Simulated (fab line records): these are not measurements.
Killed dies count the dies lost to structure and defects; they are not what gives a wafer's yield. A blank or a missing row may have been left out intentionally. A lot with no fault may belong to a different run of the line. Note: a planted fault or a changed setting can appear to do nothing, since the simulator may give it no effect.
Matching of chambers + flow sfq line + cmp-01 running SFQ_TRILAYER_A5B_CMP_CMP_130: 4 sister chambers
The step polishes, stops on Nb, target thk 340.7 nm. 4 wafers are shown with their chamber, then 7 later ones without.

== EACH WAFER AND ITS CHAMBER ==
| wafer  | chamber | motor current A (A) |
|--------|---------|---------------------|
| L289.5 | 1       | 9.6                 |
| L291.5 | 3       | 9.4                 |
| L291.6 | 2       | 8.6                 |
| L294.5 | 0       | 12.0                |

== WAFERS WITH NO CHAMBER GIVEN ==
| wafer  | motor current A (A) |
|--------|---------------------|
| L294.6 | 10.2                |
| L302.2 | 9.9                 |
| L302.4 | 8.5                 |
| L302.6 | 9.3                 |
| L307.3 | 9.9                 |
| L307.2 | 9.9                 |
| L307.5 | 9.5                 |

== WHICH CHAMBER EACH WENT THROUGH ==
| wafer  | from the rows above          | in truth |
|--------|------------------------------|----------|
| L294.6 | can't be placed: 1 or 3      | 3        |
| L302.2 | can't be placed: 1 or 3      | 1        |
| L302.4 | 2                            | 2        |
| L302.6 | can't be placed: 3 or 1 or 2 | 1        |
| L307.3 | can't be placed: 1 or 3      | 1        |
| L307.2 | can't be placed: 1 or 3      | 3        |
| L307.5 | can't be placed: 1 or 3      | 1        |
1 of 7 placed correctly. From these rows, 6 cannot be placed; in 6 the true chamber is one of the candidates. Number placed wrongly: 0.
How it was worked out, from the rows above alone: a wafer's distance from a chamber is the root of the sum, over the readings, of the square of ((its reading less the chamber's mean) divided by the reading's scatter). If the next closest chamber is less than 2 further off than the closest, the wafer can't be placed; otherwise it belongs to the closest. For every chamber, the mean is computed from those of its wafers that are shown. The scatter: root of mean squared gap, hidden wafer to nearest shown wafer, with one shown wafer a chamber.
